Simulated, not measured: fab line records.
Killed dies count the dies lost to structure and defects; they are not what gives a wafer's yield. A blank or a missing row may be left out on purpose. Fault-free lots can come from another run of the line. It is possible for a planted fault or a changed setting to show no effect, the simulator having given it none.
Problem report, 8D (eight disciplines) form, completed by code ; flow sky130 ; the parts of the form that need people (team, actions taken, sign-off) are left out

1. WHAT IS WRONG
zonePowerCentrePct at SKY_GATE_OXIDE_OXIDATION_16 reads a mean of 8.18 % on 6 wafers of 2 lots; wafers without a fault read 14.18 % with a standard deviation of 0.14. That puts it -43 standard deviations away from the usual mean.
The step: stabilise 600 s, purge 300 s, target thk 3.57 nm.
Earliest sighting: wafer L776.1 on furnace-01 at day 16 19:17. Wafers with a number at this step in the record: 33, from 11 lots. Rule for "out", or "out of limits": more than 4 standard deviations from the usual mean. The rest of the wafers with a number are treated as sound.

2. WHAT THIS IS AND IS NOT
question;is;is not
which readings at this step;zonePowerCentrePct, spikeTcBottomC, spikeTcCentreC, spikeTcLowerC, zonePowerBottomPct, zonePowerLowerPct;zonePowerTopPct
which lots;L775, L776;L767, L768, L771, L772, L774, L785, L786, L787, L788
which wafers of those lots;all that have a number;-
read on which tools;furnace-01;furnace-02
when;from day 16 19:17;"up to then (15 sound wafers); but 12 sound wafers of L785, L786, L787, L788 came after"

3. WHAT RULES OUT EACH SUSPECT
Counting: a tool at any process step up to the reading remains a suspect when it ran all the lots that are out and ran no sound lot after the first of those.
- furnace-01 at SKY_GATE_OXIDE_OXIDATION_16 (stabilise 600 s, purge 300 s, target thk 3.57 nm): ruled out as a lasting fault. Sound lots L785, L786, L787, L788 ran on it after its first lot that is out, L776 (day 16 19:17).
Left after counting: nothing in the record.

4. THE CAUSE (what the simulator had put in)
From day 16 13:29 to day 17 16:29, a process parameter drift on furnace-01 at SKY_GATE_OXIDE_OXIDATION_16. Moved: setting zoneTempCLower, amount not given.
Counting ruled it out, wrongly.

5. THE CHAIN OF EFFECTS, in route order
Each row: a reading whose mean over the struck wafers that have a number lies more than 3 standard deviations from the usual. Only readings whose record carries a usual standard deviation are examined. hours: median over the lots of the time between each lot's start at the first step of this table that gives one and its start at this step. sigmas: the change, counted in usual standard deviations.
hours;step;reading;usual;on struck wafers;change;sigmas
0;SKY_GATE_OXIDE_OXIDATION_16;spikeTcBottomC;820.3 C;813.4;-6.9;-7.5
0;SKY_GATE_OXIDE_OXIDATION_16;spikeTcCentreC;800.2 C;794.6;-5.6;-5.6
0;SKY_GATE_OXIDE_OXIDATION_16;spikeTcLowerC;801.9 C;846.1;+44.2;+23
0;SKY_GATE_OXIDE_OXIDATION_16;zonePowerBottomPct;21.1 %;16.2;-4.9;-11
0;SKY_GATE_OXIDE_OXIDATION_16;zonePowerCentrePct;14.18 %;8.18;-6.00;-43
0;SKY_GATE_OXIDE_OXIDATION_16;zonePowerLowerPct;14.4 %;27.8;+13.4;+38
Its process steps:
- SKY_GATE_OXIDE_OXIDATION_16: stabilise 600 s, purge 300 s, target thk 3.57 nm.
Later measuring or inspecting steps at which every struck wafer that the step has a row for has a number for every such reading, and none has moved that far: SKY_SD_N_CD_MEAS_07.

6. HOW IT WOULD HAVE BEEN CAUGHT EARLIER
In this record the first reading out of limits was taken at day 16 19:17, 6 hours after the fault began at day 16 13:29.
